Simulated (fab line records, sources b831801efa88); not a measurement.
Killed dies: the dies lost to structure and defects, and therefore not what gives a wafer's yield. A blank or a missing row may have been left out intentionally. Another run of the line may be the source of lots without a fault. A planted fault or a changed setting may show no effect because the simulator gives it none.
A struck lot beside a sound one -- flow sky130 -- 15 out of 708 route steps
Sound: the wafers L763.2, L763.4, L763.6. Wafers L778.1, L778.4, L778.6 were the ones struck. Last of all comes the cause.
Each step with rows lists, per side, the tool, then ch with its chambers, then its first start. Under that, the readings that differ: sound wafers -- struck wafers -- difference of the means -- sigmas: that difference in standard deviations of wafers without a fault.
alike: readings whose means differ by less than 2 such deviations, and words and numbers that are the same on both sides. not compared: withheld readings, readings that some wafer has no value for, bounds like >300 that may hide the same value, and numbers for which the record gives no deviation and whose values overlap.
Wherever a step has rows on one side only, a row that says differs or no value, or a row with sigmas, the two part there. Numbers that have no deviation but don't overlap get no sigmas and don't part them. Lack of a reading on every wafer of one side parts them only where that side has two or more wafers.

first, 6 steps without rows for these wafers: SKY_DNWELL_COAT_02 (resist thk 3000 nm); SKY_DNWELL_SOFTBAKE_03; SKY_DNWELL_EXPOSE_04 (exposes mask DNM, target cd 3000 nm); SKY_DNWELL_PEB_05; SKY_DNWELL_DEVELOP_06 (develop time 60 s); SKY_DNWELL_IMPLANT_07.
SKY_DNWELL_STRIP_08: strips in O2/N2.
  sound on plasma_asher-02 ch 0,1, day 3 02:54; struck on plasma_asher-03 ch 0,1, day 6 13:51
  alike: chamber_pressure_mTorr, drypump_motor_current_A, oes_product_au, strip_time_to_endpoint_s
  not compared: rf_hours_counter_h
SKY_DNWELL_TW_MEAS_09:
  sound on film_metro-01, day 3 03:01; struck on film_metro-04, day 6 13:57
  alike: DNWELL_TW
then, 4 steps without rows for these wafers: SKY_PWDE_DEHYDRATE_00 (time 60 s); SKY_PWDE_HMDS_01 (prime time 60 s); SKY_PWDE_COAT_02 (resist thk 3000 nm); SKY_PWDE_SOFTBAKE_03.
SKY_PWDE_EXPOSE_04: exposes mask PWDEM, target cd 840 nm.
  sound on iline_stepper-02 ch 0, day 3 10:41; struck on iline_stepper-02 ch 0, day 6 23:12
reading,sound,struck,difference,sigmas
mask,PWDEM#0 PWDEM#0 PWDEM#0,PWDEM_R1#0 PWDEM_R1#0 PWDEM_R1#0,differs,
following that, these wafers have no rows for 1 step: SKY_PWDE_PEB_05.
-- the record jumps here: 43 days lie between the struck wafers' starts before and after (it left off in module PWDE and takes up again in module PAD_OPEN, whose first step shown is number 708 of the route) --
SKY_PAD_OPEN_PROBE_99:
  sound on prober-02, day 45 22:30; struck on prober-02, day 49 11:19
reading,sound,struck,difference,sigmas
hold,- - -,await_dispo/1.9h/release await_dispo/1.9h/release await_dispo/1.9h/release,no value on the sound wafers,
model.etest.res_p_drift_20v.line_ohm_um,1.141e+04 1.137e+04 1.114e+04,9908 9394 1.009e+04,-1509,
model.etest.res_p_drift_20v.width_nm (nm),839.1 845.5 843.1,959.2 955.4 956.4,+114.4,

== WHERE THEY PART ==
At SKY_PWDE_EXPOSE_04 first; at SKY_PAD_OPEN_PROBE_99 last (within this record only).

WHY: what had been put in by the simulator
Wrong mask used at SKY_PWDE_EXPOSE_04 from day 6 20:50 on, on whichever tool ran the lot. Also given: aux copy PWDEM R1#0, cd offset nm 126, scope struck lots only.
